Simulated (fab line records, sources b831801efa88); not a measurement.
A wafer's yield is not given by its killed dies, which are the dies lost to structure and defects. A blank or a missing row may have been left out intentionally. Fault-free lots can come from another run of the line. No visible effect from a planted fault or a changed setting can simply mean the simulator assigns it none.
Comparing a struck lot with a sound one | flow sky130 | 20 out of 708 route steps
Sound: the wafers L465.1, L465.2, L465.3. Struck: wafers L483.3, L483.5, L483.6. The cause is given at the end.
Each step with rows lists, per side, the tool, then ch with its chambers, then its first start. Under that, the readings that differ: sound wafers | struck wafers | difference of the means | sigmas: that difference in standard deviations of wafers without a fault.
alike: readings whose means differ by less than 2 such deviations, and words and numbers that are the same on both sides. not compared: withheld readings, readings that some wafer has no value for, bounds like >300 that may hide the same value, and numbers for which the record gives no deviation and whose values overlap.
Wherever a step has rows on one side only, a row that says differs or no value, or a row with sigmas, the two part there. Numbers that don't overlap but have no deviation are shown without sigmas and don't part them. A reading that every wafer of one side lacks parts them only if that side has two wafers or more.

SKY_RES_XHIGH_STRIP_08: strips in O2/N2.
  sound on plasma-asher-04 ch 0,1, day 28 08:41; struck on plasma-asher-01 ch 0,1, day 33 21:06
  alike: drypump-motor-current-A, oes-product-au, strip-time-to-endpoint-s
  not compared: rf-hours-counter-h
SKY_RES_XHIGH_TW_MEAS_09:
  struck on film-metro-01, day 33 21:11; sound on film-metro-01, day 28 08:47
  alike: RES_XHIGH_TW
then, 7 steps without rows for these wafers: SKY_SD_N_DEHYDRATE_00 (time 60 s); SKY_SD_N_HMDS_01 (prime time 60 s); SKY_SD_N_COAT_02 (resist thk 1140 nm); SKY_SD_N_SOFTBAKE_03 (time 60 s); SKY_SD_N_EXPOSE_04 (exposes mask NSDM, target cd 380 nm); SKY_SD_N_PEB_05; SKY_SD_N_DEVELOP_06 (develop time 60 s).
SKY_SD_N_CD_MEAS_07 targets a cd of 380 nm.
  struck on cd-sem-02, day 34 22:51; sound on cd-sem-01, day 29 13:11
  alike: cd-nm
SKY_SD_N_OVL_MEAS_08:
  struck on overlay-01, day 34 22:57; sound on overlay-01, day 29 13:18
  alike: SD_N_OVL
then, 1 step without rows for these wafers: SKY_SD_N_IMPLANT_09.
SKY_SD_N_IMPLANT_10:
  sound on implanter-01 ch 0, day 29 13:29; struck on implanter-01 ch 0, day 34 23:10
  reading            | sound                          | struck                     | difference | sigmas
  dose-ions-cm2      | 1.0005e+14 9.995e+13 9.987e+13 | 9.86e+12 9.97e+12 9.97e+12 | -9.00e+13  | -99 or more
  faraday-current-uA | 495 499 492                    | 56 54 58                   | -439       | -13
SKY_SD_N_STRIP_11: strips in O2/N2.
  sound on plasma-asher-03 ch 0,1, day 29 13:38; struck on plasma-asher-02 ch 0,1, day 34 23:18
  reading                      | sound             | struck            | difference | sigmas
  drypump-motor-current-A (A)  | 5.2 5.4 5.3       | 6.3 5.4 6.4       | +0.7       | +2
  strip-time-to-endpoint-s (s) | 22.56 22.59 22.61 | 22.52 22.49 22.48 | -0.09      | -2
  alike: oes-product-au
  not compared: rf-hours-counter-h
SKY_SD_N_TW_MEAS_12:
  struck on film-metro-02, day 34 23:23; sound on film-metro-02, day 29 13:44
  alike: SD_N_TW
then, 1 step without rows for these wafers: SKY_SD_N_CLEAN_13 (cleans in SC1/SC2, time 150 s).
SKY_SD_N_RTA_14: time 2 s.
  sound on rtp-anneal-02 ch 0, day 29 13:51; struck on rtp-anneal-01 ch 0, day 34 23:30
  alike: lamp-power-pct, ramp-up-c-per-s, wafer_temp_C_max
SKY_SD_N_RS_MEAS_16: a four-point-probe measurement.
  struck on film-metro-01, day 34 23:41; sound on film-metro-01, day 29 14:01
  reading          | sound             | struck            | difference | sigmas
  SD_N_RS (ohm/sq) | 68.64 68.54 68.59 | 70.72 70.50 70.74 | +2.06      | +21
SKY_SD_N_RS_MEAS_17: a four-point-probe measurement.
  struck on film-metro-01, day 34 23:49; sound on film-metro-01, day 29 14:08
  alike: SD_P_RS
-- record jumps: 16 days separate the struck wafers' starts on either side; left off in module SD_N, taken up again in module PAD_OPEN, whose first shown step is the route's number 708 --
SKY_PAD_OPEN_PROBE_99:
  struck on prober-01, day 50 17:50; sound on prober-01, day 47 00:08
  reading                            | sound             | struck            | difference | sigmas
  model.etest.res-ndiff.rs-ohm-sq    | 119.9 119.5 119.8 | 123.3 124.1 125.3 | +4.5       |
  model.etest.res-ndiff-hv.rs-ohm-sq | 113.3 113.8 113.8 | 116.5 117.2 116.7 | +3.2       |
  alike: killed_at_M0_to_M3, killed_at_M4_up, killed-at-contacts, killed-at-front-end, killed-at-other, killed-dies, killed-open, killed-short

WHERE THEY PART
Last at SKY_SD_N_RS_MEAS_16 as far as this record goes, first at SKY_SD_N_IMPLANT_10. Later steps at which nothing parts them and some readings are alike: SKY_SD_N_RS_MEAS_17, SKY_PAD_OPEN_PROBE_99.

WHY: whatever the simulator had introduced
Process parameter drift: implanter-01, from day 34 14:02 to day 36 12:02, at SKY_SD_N_IMPLANT_10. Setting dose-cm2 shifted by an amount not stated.
